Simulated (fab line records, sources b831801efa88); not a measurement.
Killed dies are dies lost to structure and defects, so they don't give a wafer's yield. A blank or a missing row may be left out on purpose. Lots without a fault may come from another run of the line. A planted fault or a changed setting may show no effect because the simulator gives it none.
fab line records | flow sky130
record lots=13 wafers=39 last_day=50
route steps=708 shown LOCAL_INTERCONNECT@387 METAL4@630 VIA4@642 METAL5@675 PAD_OPEN@708
lots that met no fault: from a run of the same line without faults
start_h: hours from the record's first day to the start of the lot's first wafer shown | wait_h: hours since the lot's step before | " the same as in the row above | L1.1+2: a row that stands for several wafers | - no value, or no start given | * or withheld: withheld | < > ~ a bound
route shown NAME@n: a module of which the file shows steps, and the number in the route of the first | usual: mean/standard deviation of fault-free wafers | same: alike in all rows | chamber/n: place in a boat | sites: the reading at each site | _std_site: their standard deviation | _edge_site: outer sites' mean less inner sites' | radius_mm: how far each site lies from the wafer's centre | mask NAME#n: copy n | behind: the tool/chamber that last shaped the wafer | hold: why the lot was held/for how many hours/how that ended | device: the transistor (n, p or np) that didn't switch | end of line: the same wafers' tests at the end of the route | a step without rows: its recipe alone | killed: dies lost to structure and defects at the first sort, not the wafer's yield | map: a wafer's dies, x killed, . not, _ none there
set.NAME: the setting as run; set.NAME@STEP: as run at that earlier step | model.NAME: the simulator's own value behind a step, which no gauge read
steps of the route over a sample of lots; a table a step, a row a wafer
services: from which hour (start_h, from the record's first day; less than 0 if before it) a tool's chamber was out of use, for how many hours, and why
## steps
# step SKY_LOCAL_INTERCONNECT_SPUTTER_00
# recipe material=TiN target_thk_nm=100 temp_c=300 power_w=6500 time_s=83.3 chamber_pressure_pa=0.4
# usual susceptor_temp_C=300.01/0.21 throttle_valve_pct=29.6/0.84
# columns lot.wafer tool chamber start_h wait_h susceptor_temp_C throttle_valve_pct
L311.1 pvd_sputter-03 - 693.68 0.1 299.77 30.2
L311.4 " - " " 300.18 27.8
L311.6 " - " " 300.31 30.6
L312.2 pvd_sputter-03 - 696.68 0.1 299.98 29.3
L312.3 " - " " 299.90 30.2
L312.6 " - " " 300.22 30.3
L313.3 pvd_sputter-03 - 707.50 0.1 299.70 30.0
L313.5 " - " " 299.90 30.3
L313.6 " - " " 300.19 30.6
L314.3 pvd_sputter-04 - 719.77 0.2 300.01 30.6
L314.4 " - " " 300.02 29.4
L314.5 " - " " 299.93 30.8
L315.1 pvd_sputter-01 - 733.80 0.1 300.08 30.3
L315.4 " - " " 300.25 29.7
L315.6 " - " " 299.98 30.7
L321.4 pvd_sputter-03 - 762.81 0.2 299.83 30.0
L321.5 " - " " 299.53 30.4
L321.6 " - " " 300.26 28.0
L324.2 pvd_sputter-01 - 777.09 0.2 299.81 29.5
L324.3 " - " " 300.36 30.4
L324.4 " - " " 300.43 29.7
L325.1 pvd_sputter-01 - 786.07 0.1 300.28 29.5
L325.2 " - " " 299.87 29.9
L325.3 " - " " 300.16 30.1
L326.3 pvd_sputter-04 - 791.29 0.2 300.03 30.9
L326.4 " - " " 299.95 29.4
L326.5 " - " " 300.19 29.1
L327.2 pvd_sputter-01 - 800.65 0.2 299.97 29.3
L327.3 " - " " 299.68 29.2
L327.5 " - " " 300.21 29.4
L330.1 pvd_sputter-01 - 820.81 0.1 299.96 29.6
L330.3 " - " " 300.20 29.2
L330.5 " - " " 300.00 29.7
L332.1 pvd_sputter-03 - 840.75 0.1 300.22 29.3
L332.3 " - " " 299.95 30.2
L332.6 " - " " 299.86 30.5
L334.1 pvd_sputter-03 - 849.02 0.2 299.95 30.5
L334.3 " - " " 299.85 29.1
L334.4 " - " " 299.94 30.5
# step SKY_METAL4_OVL_MEAS_14
# usual METAL4_OVL=3/6.2
# columns lot.wafer tool chamber start_h wait_h METAL4_OVL[nm]
L311.1 overlay-02 - 991.79 0.1 -6
L311.4 " - " " -5
L311.6 " - " " 6
L312.2 overlay-02 - 992.89 0.1 4
L312.3 " - " " 10
L312.6 " - " " 8
L313.3 overlay-02 - 1004.30 0.1 9
L313.5 " - " " 6
L313.6 " - " " 3
L314.3 overlay-02 - 1014.40 0.1 5
L314.4 " - " " -3
L314.5 " - " " 4
L315.1 overlay-01 - 1022.65 0.1 9
L315.4 " - " " -1
L315.6 " - " " 1
L321.4 overlay-02 - 1046.52 0.1 7
L321.5 " - " " 9
L321.6 " - " " 9
L324.2 overlay-02 - 1058.62 0.1 2
L324.3 " - " " 11
L324.4 " - " " 0
L325.1 overlay-01 - 1066.43 0.1 9
L325.2 " - " " -1
L325.3 " - " " 1
L326.3 overlay-02 - 1072.01 0.1 -4
L326.4 " - " " -5
L326.5 " - " " -1
L327.2 overlay-02 - 1077.69 0.1 -8
L327.3 " - " " 8
L327.5 " - " " -1
L330.1 overlay-01 - 1096.48 0.1 -3
L330.3 " - " " -5
L330.5 " - " " -4
L332.1 overlay-02 - 1112.60 0.1 8
L332.3 " - " " 9
L332.6 " - " " 4
L334.1 overlay-01 - 1118.48 0.1 5
L334.3 " - " " -5
L334.4 " - " " 0
# step SKY_VIA4_BOW_MEAS_03
# recipe mode=bow
# usual VIA4_BOW=82/8.3
# columns lot.wafer tool chamber start_h wait_h VIA4_BOW[um]
L311.1 film_metro-03 - 993.33 0.1 93
L311.4 " - " " 82
L311.6 " - " " 79
L312.2 film_metro-03 - 994.44 0.2 84
L312.3 " - " " 78
L312.6 " - " " 77
L313.3 film_metro-01 - 1005.83 0.1 89
L313.5 " - " " 104
L313.6 " - " " 94
L314.3 film_metro-03 - 1015.92 0.2 64
L314.4 " - " " 76
L314.5 " - " " 79
L315.1 film_metro-03 - 1024.15 0.2 87
L315.4 " - " " 79
L315.6 " - " " 84
L321.4 film_metro-02 - 1048.57 0.2 86
L321.5 " - " " 84
L321.6 " - " " 82
L324.2 film_metro-03 - 1060.24 0.2 83
L324.3 " - " " 84
L324.4 " - " " 84
L325.1 film_metro-02 - 1067.93 0.2 76
L325.2 " - " " 62
L325.3 " - " " 79
L326.3 film_metro-03 - 1073.54 0.1 85
L326.4 " - " " 83
L326.5 " - " " 82
L327.2 film_metro-01 - 1079.20 0.2 78
L327.3 " - " " 87
L327.5 " - " " 88
L330.1 film_metro-02 - 1098.12 0.1 86
L330.3 " - " " 94
L330.5 " - " " 89
L332.1 film_metro-03 - 1114.10 0.1 79
L332.3 " - " " 83
L332.6 " - " " 72
L334.1 film_metro-01 - 1120.82 0.1 74
L334.3 " - " " 78
L334.4 " - " " 70
# step SKY_METAL5_DESCUM_14
# recipe chemistry=O2 source_power_w=150 bias_power_w=0 pressure_mtorr=10 temp_c=40 time_s=11
# usual drypump_motor_current_A=5.8/0.49 oes_product_au=1.003/0.012
# columns lot.wafer tool chamber start_h wait_h drypump_motor_current_A oes_product_au rf_hours_counter_h
L311.1 rie_metal-04 1 1040.28 0.1 6.2 0.990 8
L311.4 " 0 " " 5.0 0.997 -
L311.6 " 1 " " 6.1 0.998 -
L312.2 rie_metal-01 1 1040.93 0.1 6.5 1.013 20
L312.3 " 1 " " 6.5 1.009 -
L312.6 " 1 " " 6.6 1.007 -
L313.3 rie_metal-04 1 1052.15 0.1 6.1 0.991 -
L313.5 " 0 " " 5.0 0.990 -
L313.6 " 1 " " 6.1 0.983 -
L314.3 rie_metal-01 0 1061.29 0.1 5.6 1.004 -
L314.4 " 1 " " 6.5 1.017 -
L314.5 " 1 " " 6.6 1.007 -
L315.1 rie_metal-01 1 1069.18 0.1 6.5 1.010 23
L315.4 " 0 " " 5.6 0.992 -
L315.6 " 0 " " 5.7 1.003 -
L321.4 rie_metal-02 0 1092.08 0.1 5.9 0.999 -
L321.5 " 0 " " 5.9 0.985 -
L321.6 " 1 " " 5.6 1.031 -
L324.2 rie_metal-02 1 1104.28 0.1 5.5 1.024 9
L324.3 " 0 " " 5.9 1.001 -
L324.4 " 1 " " 5.6 1.026 -
L325.1 rie_metal-01 0 1110.12 0.1 5.6 1.010 21
L325.2 " 1 " " 6.5 1.016 26
L325.3 " 0 " " 5.6 1.006 -
L326.3 rie_metal-04 1 1115.43 0.1 6.1 1.000 -
L326.4 " 0 " " 5.0 1.005 -
L326.5 " 0 " " 5.0 1.002 -
L327.2 rie_metal-01 1 1122.39 0.1 6.5 1.005 27
L327.3 " 0 " " 5.6 1.010 -
L327.5 " 1 " " 6.5 1.035 -
L330.1 rie_metal-04 0 1140.09 0.1 5.0 1.006 10
L330.3 " 0 " " 5.0 1.001 -
L330.5 " 1 " " 6.2 0.994 -
L332.1 rie_metal-04 0 1153.48 0.1 5.0 1.002 12
L332.3 " 1 " " 6.1 0.989 -
L332.6 " 0 " " 5.0 0.997 -
L334.1 rie_metal-02 1 1158.99 0.1 5.5 1.016 13
L334.3 " 1 " " 5.5 1.030 -
L334.4 " 0 " " 5.9 0.991 -
# step SKY_PAD_OPEN_PROBE_99
# usual killed_at_M0_to_M3=43/6.1 killed_at_M4_up=3.5/2 killed_at_contacts=25/5.1 killed_at_front_end=14/4.2 killed_at_other=0.3/0.55 killed_dies=86/8.3 killed_open=46/7.2 killed_short=39/6
# same gross_dies=492 killed_at_back_side=0
# columns lot.wafer tool chamber start_h wait_h hold killed_at_M0_to_M3 killed_at_M4_up killed_at_contacts killed_at_front_end killed_at_other killed_dies killed_open killed_short
L311.1 prober-01 - 1085.99 0.1 - 40 2 31 8 0 81 44 37
L311.4 prober-01 - 1086.14 0.2 - 50 1 16 6 0 73 49 24
L311.6 prober-01 - 1086.24 0.2 - 39 5 26 15 0 85 45 40
L312.2 prober-02 - 1087.45 0.1 - 41 6 22 15 0 84 42 42
L312.3 prober-02 - 1087.50 0.2 - 46 5 28 15 2 96 43 51
L312.6 prober-02 - 1087.65 0.2 - 37 7 26 17 0 87 47 37
L313.3 prober-02 - 1099.02 0.2 - 50 2 28 7 0 87 34 53
L313.5 prober-02 - 1099.12 0.2 - 52 2 21 13 0 88 53 35
L313.6 prober-02 - 1099.17 0.2 - 44 4 26 20 2 96 59 37
L314.3 prober-01 - 1106.74 0.2 - 49 3 30 17 0 99 56 43
L314.4 prober-01 - 1106.79 0.2 - 45 4 21 18 0 88 44 44
L314.5 prober-01 - 1106.84 0.2 - 49 5 25 11 0 90 48 42
L315.1 prober-02 - 1112.93 0.1 - 56 10 33 17 1 117 63 54
L315.4 prober-02 - 1113.08 0.2 - 36 4 15 12 0 67 32 35
L315.6 prober-02 - 1113.18 0.2 - 44 3 25 14 0 86 40 46
L321.4 prober-01 - 1136.03 0.2 await_dispo/4.8h/release 47 1 81 5 0 134 35 36
L321.5 prober-01 - 1136.08 0.2 await_dispo/4.8h/release 45 6 28 13 0 92 53 39
L321.6 prober-01 - 1136.13 0.2 await_dispo/4.8h/release 34 1 24 12 0 71 45 25
L324.2 prober-01 - 1147.40 0.1 - 39 2 32 12 1 86 48 38
L324.3 prober-01 - 1147.45 0.2 - 45 3 25 17 0 90 43 47
L324.4 prober-01 - 1147.50 0.2 - 35 5 29 19 0 88 50 38
L325.1 prober-02 - 1151.23 0.1 - 41 2 15 17 0 75 41 34
L325.2 prober-02 - 1151.28 0.1 - 36 1 29 12 0 78 50 28
L325.3 prober-02 - 1151.33 0.2 - 45 3 21 15 0 84 45 39
L326.3 prober-01 - 1157.08 0.2 - 44 6 33 13 0 96 52 44
L326.4 prober-01 - 1157.13 0.2 - 49 4 26 12 0 91 49 42
L326.5 prober-01 - 1157.18 0.2 - 51 6 25 12 0 94 53 41
L327.2 prober-02 - 1162.84 0.1 - 36 2 28 11 0 77 41 36
L327.3 prober-02 - 1162.89 0.2 - 45 2 39 15 1 102 68 34
L327.5 prober-02 - 1162.99 0.2 - 40 1 31 16 0 88 55 33
L330.1 prober-02 - 1178.17 0.1 - 51 4 17 23 0 95 49 46
L330.3 prober-02 - 1178.27 0.2 - 48 4 28 20 0 100 56 44
L330.5 prober-02 - 1178.37 0.2 - 51 2 25 19 0 97 43 53
L332.1 prober-02 - 1190.38 0.1 - 49 0 27 10 1 87 50 37
L332.3 prober-02 - 1190.48 0.2 - 47 2 18 12 0 79 33 46
L332.6 prober-02 - 1190.63 0.2 - 44 1 28 10 0 83 51 32
L334.1 prober-02 - 1195.05 0.1 - 40 4 19 16 0 79 39 40
L334.3 prober-02 - 1195.15 0.2 - 50 4 15 11 0 80 48 32
L334.4 prober-02 - 1195.20 0.2 - 44 4 25 10 0 83 52 31
# killed by level:class
L311.1 CONTACT:geometric_particle:open=11 VIA1:geometric_particle:open=7 LI_CONTACT:geometric_particle:short=6 METAL2:geometric_particle:short=6 VIA2:geometric_particle:open=6 LI_CONTACT:geometric_particle:open=5 VIA3:geometric_particle:open=5 VIA2:geometric_particle:short=5
L311.4 VIA3:geometric_particle:open=19 CONTACT:geometric_particle:open=7 VIA1:geometric_particle:open=7 VIA2:geometric_particle:open=6 METAL2:geometric_particle:short=5 VIA1:geometric_particle:short=4 POLY_GATE:geometric_particle:short=3 LI_CONTACT:geometric_particle:open=3
L311.6 CONTACT:geometric_particle:open=9 CONTACT:geometric_particle:short=7 VIA1:geometric_particle:open=6 VIA2:geometric_particle:open=6 LI_CONTACT:geometric_particle:open=5 VIA3:geometric_particle:open=5 VIA2:geometric_particle:short=5 FIELD_ISO:geometric_particle:short=4
L312.2 METAL2:geometric_particle:short=10 CONTACT:geometric_particle:open=8 VIA2:geometric_particle:open=7 METAL1:geometric_particle:short=6 VIA1:geometric_particle:open=6 LI_CONTACT:geometric_particle:open=5 METAL4:geometric_particle:short=4 VIA3:geometric_particle:open=4
L312.3 CONTACT:geometric_particle:short=10 VIA1:geometric_particle:open=9 LI_CONTACT:geometric_particle:open=7 VIA1:geometric_particle:short=7 VIA2:geometric_particle:open=6 VIA3:geometric_particle:open=6 CONTACT:geometric_particle:open=5 METAL2:geometric_particle:short=5
L312.6 CONTACT:geometric_particle:open=11 METAL1:geometric_particle:short=9 POLY_GATE:geometric_particle:open=6 LI_CONTACT:geometric_particle:open=6 VIA1:geometric_particle:open=6 VIA2:geometric_particle:open=5 VIA3:geometric_particle:open=5 FIELD_ISO:geometric_particle:short=4
L313.3 METAL2:geometric_particle:short=9 CONTACT:geometric_particle:open=8 METAL1:geometric_particle:short=7 VIA3:geometric_particle:short=7 VIA1:geometric_particle:open=6 CONTACT:geometric_particle:short=6 LI_CONTACT:geometric_particle:short=5 LI_CONTACT:geometric_particle:open=5
L313.5 VIA1:geometric_particle:open=16 VIA3:geometric_particle:open=8 CONTACT:geometric_particle:open=7 LI_CONTACT:geometric_particle:open=6 METAL1:geometric_particle:short=6 VIA2:geometric_particle:open=6 VIA1:geometric_particle:short=5 POLY_GATE:geometric_particle:short=4
L313.6 VIA1:geometric_particle:open=10 VIA3:geometric_particle:open=9 LI_CONTACT:geometric_particle:open=8 CONTACT:geometric_particle:open=7 POLY_GATE:geometric_particle:open=6 VIA3:geometric_particle:short=6 FIELD_ISO:geometric_particle:open=5 VIA2:geometric_particle:open=5
L314.3 VIA1:geometric_particle:open=11 VIA2:geometric_particle:open=9 VIA3:geometric_particle:open=8 CONTACT:geometric_particle:short=8 CONTACT:geometric_particle:open=7 LI_CONTACT:geometric_particle:open=6 VIA1:geometric_particle:short=6 METAL2:geometric_particle:short=6
L314.4 CONTACT:geometric_particle:open=11 VIA1:geometric_particle:open=8 VIA1:geometric_particle:short=7 POLY_GATE:geometric_particle:short=6 VIA2:geometric_particle:short=6 METAL1:geometric_particle:short=5 VIA3:geometric_particle:open=5 FIELD_ISO:geometric_particle:short=4
L314.5 VIA1:geometric_particle:open=14 CONTACT:geometric_particle:open=11 METAL3:geometric_particle:short=6 VIA2:geometric_particle:open=6 VIA3:geometric_particle:open=6 METAL1:geometric_particle:short=5 LI_CONTACT:geometric_particle:short=5 METAL4:geometric_particle:short=5
L315.1 LI_CONTACT:geometric_particle:open=11 VIA2:geometric_particle:open=10 VIA1:geometric_particle:open=10 CONTACT:geometric_particle:open=9 METAL4:geometric_particle:short=8 VIA1:geometric_particle:short=7 METAL2:geometric_particle:short=7 VIA3:geometric_particle:open=6
L315.4 VIA1:geometric_particle:open=11 VIA1:geometric_particle:short=6 METAL2:geometric_particle:short=6 LI_CONTACT:geometric_particle:open=5 FIELD_ISO:geometric_particle:open=4 LI_CONTACT:geometric_particle:short=4 FIELD_ISO:geometric_particle:short=3 CONTACT:geometric_particle:short=3
L315.6 METAL2:geometric_particle:short=11 CONTACT:geometric_particle:open=10 VIA1:geometric_particle:open=9 CONTACT:geometric_particle:short=7 METAL1:geometric_particle:short=6 LI_CONTACT:geometric_particle:open=6 POLY_GATE:geometric_particle:short=5 VIA2:geometric_particle:open=5
L321.4 LOCAL_INTERCONNECT:unspecified=62 VIA1:geometric_particle:open=11 VIA1:geometric_particle:short=7 CONTACT:geometric_particle:open=6 METAL2:geometric_particle:short=5 CONTACT:geometric_particle:short=5 VIA3:geometric_particle:open=5 VIA3:geometric_particle:short=5
L321.5 LI_CONTACT:geometric_particle:open=11 VIA2:geometric_particle:open=10 CONTACT:geometric_particle:open=9 VIA3:geometric_particle:open=7 VIA1:geometric_particle:open=7 METAL2:geometric_particle:short=7 METAL1:geometric_particle:short=5 METAL4:geometric_particle:short=5
L321.6 LI_CONTACT:geometric_particle:open=15 VIA2:geometric_particle:open=7 VIA3:geometric_particle:open=7 METAL1:geometric_particle:short=6 VIA1:geometric_particle:open=6 FIELD_ISO:geometric_particle:short=5 FIELD_ISO:geometric_particle:open=4 CONTACT:geometric_particle:open=4
L324.2 VIA1:geometric_particle:open=13 VIA1:geometric_particle:short=9 LI_CONTACT:geometric_particle:open=9 CONTACT:geometric_particle:open=9 CONTACT:geometric_particle:short=6 LOCAL_INTERCONNECT:geometric_particle:short=5 VIA3:geometric_particle:open=4 POLY_GATE:geometric_particle:open=4
L324.3 CONTACT:geometric_particle:open=11 METAL1:geometric_particle:short=9 VIA3:geometric_particle:open=8 CONTACT:geometric_particle:short=6 VIA1:geometric_particle:open=6 METAL2:geometric_particle:short=5 FIELD_ISO:geometric_particle:open=4 FIELD_ISO:geometric_particle:short=4
L324.4 VIA1:geometric_particle:open=12 CONTACT:geometric_particle:open=11 FIELD_ISO:geometric_particle:short=8 LI_CONTACT:geometric_particle:open=8 VIA3:geometric_particle:open=6 POLY_GATE:geometric_particle:short=5 LOCAL_INTERCONNECT:geometric_particle:short=5 VIA2:geometric_particle:short=4
L325.1 VIA1:geometric_particle:open=13 POLY_GATE:geometric_particle:open=6 LI_CONTACT:geometric_particle:open=6 VIA2:geometric_particle:open=6 FIELD_ISO:geometric_particle:short=4 METAL2:geometric_particle:short=4 VIA3:geometric_particle:short=4 CONTACT:geometric_particle:open=3
L325.2 LI_CONTACT:geometric_particle:open=13 CONTACT:geometric_particle:open=11 VIA2:geometric_particle:open=7 VIA1:geometric_particle:open=6 VIA3:geometric_particle:open=6 FIELD_ISO:geometric_particle:open=4 FIELD_ISO:geometric_particle:short=4 METAL1:geometric_particle:short=4
L325.3 VIA1:geometric_particle:open=9 LI_CONTACT:geometric_particle:open=7 CONTACT:geometric_particle:open=7 VIA2:geometric_particle:open=7 METAL1:geometric_particle:short=6 VIA2:geometric_particle:short=6 POLY_GATE:geometric_particle:short=5 VIA3:geometric_particle:open=5
L326.3 CONTACT:geometric_particle:open=13 VIA1:geometric_particle:open=12 LI_CONTACT:geometric_particle:open=8 CONTACT:geometric_particle:short=6 METAL2:geometric_particle:short=6 VIA1:geometric_particle:short=5 METAL4:geometric_particle:short=5 VIA2:geometric_particle:open=5
L326.4 VIA1:geometric_particle:open=13 CONTACT:geometric_particle:open=10 VIA3:geometric_particle:open=8 CONTACT:geometric_particle:short=7 VIA2:geometric_particle:short=5 VIA1:geometric_particle:short=5 METAL3:geometric_particle:short=5 METAL1:geometric_particle:short=4
L326.5 VIA1:geometric_particle:open=16 LI_CONTACT:geometric_particle:open=8 VIA3:geometric_particle:open=8 CONTACT:geometric_particle:open=7 METAL1:geometric_particle:short=6 LI_CONTACT:geometric_particle:short=4 LOCAL_INTERCONNECT:geometric_particle:short=4 VIA1:geometric_particle:short=4
L327.2 VIA1:geometric_particle:open=8 LI_CONTACT:geometric_particle:open=7 VIA3:geometric_particle:open=7 CONTACT:geometric_particle:open=6 LI_CONTACT:geometric_particle:short=5 LOCAL_INTERCONNECT:geometric_particle:short=5 POLY_GATE:geometric_particle:open=4 CONTACT:geometric_particle:short=4
L327.3 CONTACT:geometric_particle:open=17 VIA1:geometric_particle:open=14 VIA3:geometric_particle:open=11 LI_CONTACT:geometric_particle:open=6 CONTACT:geometric_particle:short=6 LOCAL_INTERCONNECT:geometric_particle:short=5 POLY_GATE:geometric_particle:open=4 VIA1:geometric_particle:short=4
L327.5 VIA3:geometric_particle:open=13 CONTACT:geometric_particle:open=11 LI_CONTACT:geometric_particle:open=10 METAL2:geometric_particle:short=6 VIA2:geometric_particle:open=6 POLY_GATE:geometric_particle:open=5 LOCAL_INTERCONNECT:geometric_particle:short=4 CONTACT:geometric_particle:short=4
L330.1 VIA1:geometric_particle:open=10 METAL1:geometric_particle:short=9 FIELD_ISO:geometric_particle:short=8 VIA3:geometric_particle:open=7 CONTACT:geometric_particle:open=6 FIELD_ISO:geometric_particle:open=6 VIA3:geometric_particle:short=6 POLY_GATE:geometric_particle:short=5
L330.3 CONTACT:geometric_particle:open=17 VIA3:geometric_particle:open=12 VIA1:geometric_particle:open=8 METAL1:geometric_particle:short=7 VIA3:geometric_particle:short=7 POLY_GATE:geometric_particle:open=5 FIELD_ISO:geometric_particle:open=4 POLY_GATE:geometric_particle:short=4
L330.5 CONTACT:geometric_particle:open=10 METAL1:geometric_particle:short=10 VIA3:geometric_particle:open=8 VIA1:geometric_particle:open=6 VIA2:geometric_particle:open=6 POLY_GATE:geometric_particle:short=5 CONTACT:geometric_particle:short=5 VIA1:geometric_particle:short=5
L332.1 VIA1:geometric_particle:open=14 CONTACT:geometric_particle:open=11 VIA2:geometric_particle:open=9 CONTACT:geometric_particle:short=6 METAL1:geometric_particle:short=5 VIA1:geometric_particle:short=5 METAL2:geometric_particle:short=5 LI_CONTACT:geometric_particle:open=4
L332.3 VIA1:geometric_particle:open=10 CONTACT:geometric_particle:short=8 VIA2:geometric_particle:open=8 VIA1:geometric_particle:short=7 METAL2:geometric_particle:short=6 METAL1:geometric_particle:short=5 LI_CONTACT:geometric_particle:open=4 VIA2:geometric_particle:short=4
L332.6 VIA1:geometric_particle:open=14 METAL1:geometric_particle:short=9 VIA3:geometric_particle:open=9 CONTACT:geometric_particle:open=6 LI_CONTACT:geometric_particle:open=6 CONTACT:geometric_particle:short=5 VIA2:geometric_particle:open=4 LI_CONTACT:geometric_particle:short=4
L334.1 METAL1:geometric_particle:short=8 LI_CONTACT:geometric_particle:open=7 FIELD_ISO:geometric_particle:open=5 LOCAL_INTERCONNECT:geometric_particle:short=5 CONTACT:geometric_particle:open=5 VIA1:geometric_particle:short=5 VIA1:geometric_particle:open=5 VIA2:geometric_particle:open=5
L334.3 VIA1:geometric_particle:open=14 METAL1:geometric_particle:short=8 VIA2:geometric_particle:open=8 LI_CONTACT:geometric_particle:open=6 CONTACT:geometric_particle:open=5 VIA3:geometric_particle:open=4 METAL4:geometric_particle:short=4 FIELD_ISO:geometric_particle:short=3
L334.4 VIA1:geometric_particle:open=12 CONTACT:geometric_particle:open=9 LI_CONTACT:geometric_particle:open=7 METAL1:geometric_particle:short=7 FIELD_ISO:geometric_particle:open=5 VIA3:geometric_particle:open=5 METAL2:geometric_particle:short=4 VIA2:geometric_particle:open=4
## services
# columns tool chamber start_h hours kind
rie_metal-04 1 705.72 7.5 repair
pvd_sputter-04 - 740.27 6.1 repair
rie_metal-04 - 775.01 0.3 repair
pvd_sputter-01 - 802.79 0.7 repair
rie_metal-04 - 806.64 0.5 repair
rie_metal-02 - 809.07 38.9 repair
rie_metal-04 0 833.56 19.6 repair
rie_metal-01 0 836.15 19.3 repair
rie_metal-02 0 838.57 2.9 repair
rie_metal-04 1 860.52 4.6 repair
pvd_sputter-03 - 865.21 0.6 repair
pvd_sputter-01 - 887.20 4.6 repair
pvd_sputter-04 - 890.47 2.5 repair
pvd_sputter-03 0 891.77 - consumable_replace:kit
pvd_sputter-03 0 891.77 18.0 scheduled_down
pvd_sputter-03 0 891.77 18.0 vent_cycle
pvd_sputter-03 - 939.12 3.3 repair
pvd_sputter-01 - 978.97 3.1 repair
pvd_sputter-03 3 998.59 - consumable_replace:kit
pvd_sputter-03 - 1003.83 3.1 repair
pvd_sputter-04 - 1030.55 2.2 repair
rie_metal-02 - 1055.06 27.1 repair
rie_metal-04 0 1083.74 28.2 repair
rie_metal-04 - 1105.14 0.3 repair
## key
first_sign step=SKY_PAD_OPEN_PROBE_99 reading=killed_at_contacts direction=up sigmas=11 usual=25 struck=81
effect step=SKY_PAD_OPEN_PROBE_99 reading=killed_dies direction=up sigmas=5.8 usual=86 struck=134
met_at SKY_LOCAL_INTERCONNECT_SPUTTER_00
struck_lots L321
struck_wafers L321.4
tester_left_out L321
not_acting_at SKY_METAL4_OVL_MEAS_14,SKY_VIA4_BOW_MEAS_03,SKY_METAL5_DESCUM_14
onset_between 707.50 762.81
fault kind=chamber_particle_source tool=pvd_sputter-03 chamber=- onset_h=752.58 steps=SKY_LOCAL_INTERCONNECT_SPUTTER_00 rate_per_visit_cm2=1.7207 end_h=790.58 scope=struck_wafers_only
# tester_left_out: of these lots the tester's yield and bins aren't shown, on N5 and GAA mostly nor the transistor test; their killed dies are dies lost to structure and defects alone, not to doping, threshold or leakage, so they don't give the yield
